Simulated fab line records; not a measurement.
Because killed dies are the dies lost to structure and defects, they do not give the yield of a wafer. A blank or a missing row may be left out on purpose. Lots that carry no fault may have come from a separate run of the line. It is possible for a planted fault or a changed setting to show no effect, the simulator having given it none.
Check of tool commonality | flow gf180mcu | Sample size 12 lots and 36 wafers

REASON IT WAS OPENED
2 of 12 lots carry a flag on the reading LVPWELL_TW at GF_LVPWELL_TW_MEAS_11. Wafers without a fault read 554, standard deviation 6.3.
Rule: flag the lot when none of its wafers has a number, or when each of its wafers that has one lies beyond 4 standard deviations from that mean. The other lots count as sound.

lot  | measured    | on            | LVPWELL_TW, wafer by wafer | flag
L759 | day 3 22:59 | film_metro-02 | 560 560 559                |
L760 | day 4 03:41 | film_metro-04 | 555 558 555                |
L762 | day 4 14:28 | film_metro-04 | 556 558 557                |
L763 | day 4 18:56 | film_metro-02 | 565 561 563                |
L766 | day 5 11:59 | film_metro-01 | 546 548 547                |
L767 | day 5 16:53 | film_metro-02 | 561 559 562                |
L769 | day 6 06:59 | film_metro-04 | 551 552 553                |
L770 | day 6 10:21 | film_metro-01 | 542 547 544                |
L775 | day 7 15:02 | film_metro-04 | 552 554 553                |
L776 | day 7 20:38 | film_metro-02 | 528 527 526                | FLAGGED
L778 | day 8 11:32 | film_metro-01 | 516 513 514                | FLAGGED
L782 | day 9 07:36 | film_metro-04 | 560 559 560                |
The mean of the flagged lots' numbers is 521, -33 from the usual (-5 standard deviations).

LOT BY LOT: THE TOOL USED
Before the reading, the record contains 2 process steps out of a 602-step route. Every cell lists first the tool, next ch and the chambers used by the sampled wafers, and last the start.
lot  | flag    | GF_NWELL_STRIP_10                   | GF_LVPWELL_IMPLANT_08
L759 |         | plasma_asher-01 ch 0,1, day 3 09:11 | implanter-04 ch 0, day 3 22:35
L760 |         | plasma_asher-01 ch 0,1, day 3 14:13 | implanter-04 ch 0, day 4 03:18
L762 |         | plasma_asher-04 ch 0,1, day 4 01:17 | implanter-03 ch 0, day 4 14:04
L763 |         | plasma_asher-04 ch 0,1, day 4 05:01 | implanter-02 ch 0, day 4 18:32
L766 |         | plasma_asher-02 ch 0,1, day 4 21:43 | implanter-03 ch 0, day 5 11:35
L767 |         | plasma_asher-04 ch 0,1, day 5 02:22 | implanter-04 ch 0, day 5 16:29
L769 |         | plasma_asher-01 ch 0,1, day 5 16:04 | implanter-04 ch 0, day 6 06:35
L770 |         | plasma_asher-01 ch 0,1, day 5 18:42 | implanter-03 ch 0, day 6 09:59
L775 |         | plasma_asher-02 ch 0,1, day 6 23:13 | implanter-03 ch 0, day 7 14:40
L776 | FLAGGED | plasma_asher-04 ch 1, day 7 04:46   | implanter-04 ch 0, day 7 20:16
L778 | FLAGGED | plasma_asher-02 ch 0,1, day 7 18:38 | implanter-04 ch 0, day 8 11:08
L782 |         | plasma_asher-01 ch 0,1, day 8 15:22 | implanter-03 ch 0, day 9 07:14
What is done by these steps:
- GF_NWELL_STRIP_10: strips in O2/N2.
- GF_LVPWELL_IMPLANT_08
- GF_LVPWELL_TW_MEAS_11

FLAGGED AGAINST TOTAL, ONE TOOL AT A TIME (gauges that did the reading follow at the end)
step                  | tool            | lots run | flagged | share of the flagged lots | sound lots run after its first flagged lot
GF_NWELL_STRIP_10     | plasma_asher-01 | 5        | 0       | none                      | -
GF_NWELL_STRIP_10     | plasma_asher-02 | 3        | 1       | some                      | 0
GF_NWELL_STRIP_10     | plasma_asher-04 | 4        | 1       | some                      | 0
GF_LVPWELL_IMPLANT_08 | implanter-02    | 1        | 0       | none                      | -
GF_LVPWELL_IMPLANT_08 | implanter-03    | 5        | 0       | none                      | -
GF_LVPWELL_IMPLANT_08 | implanter-04    | 6        | 2       | all                       | 0
GF_LVPWELL_TW_MEAS_11 | film_metro-01   | 3        | 1       | some                      | 0
GF_LVPWELL_TW_MEAS_11 | film_metro-02   | 4        | 1       | some                      | 0
GF_LVPWELL_TW_MEAS_11 | film_metro-04   | 5        | 0       | none                      | -

WHAT THE TABLE PERMITS
Rows of the table that ran each flagged lot: 1, that is implanter-04 at GF_LVPWELL_IMPLANT_08.
- implanter-04 at GF_LVPWELL_IMPLANT_08: 2 of its 6 lots flagged. Last sound lot L769 at day 6 06:35, first flagged lot L776 at day 7 20:16; a fault beginning in between fits. Its own readings (dose_ions_cm2, faraday_current_uA) fall more than 4 standard deviations out on all wafers of the flagged lots.
What remains is a single tool, implanter-04 at GF_LVPWELL_IMPLANT_08.

WHAT HAD BEEN PUT IN BY THE SIMULATOR
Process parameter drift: implanter-04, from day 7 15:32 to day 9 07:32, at GF_LVPWELL_IMPLANT_08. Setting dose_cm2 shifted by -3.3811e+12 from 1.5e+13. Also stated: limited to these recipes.
Lots struck among those shown: L776, L778. The rule above reached the same finding.
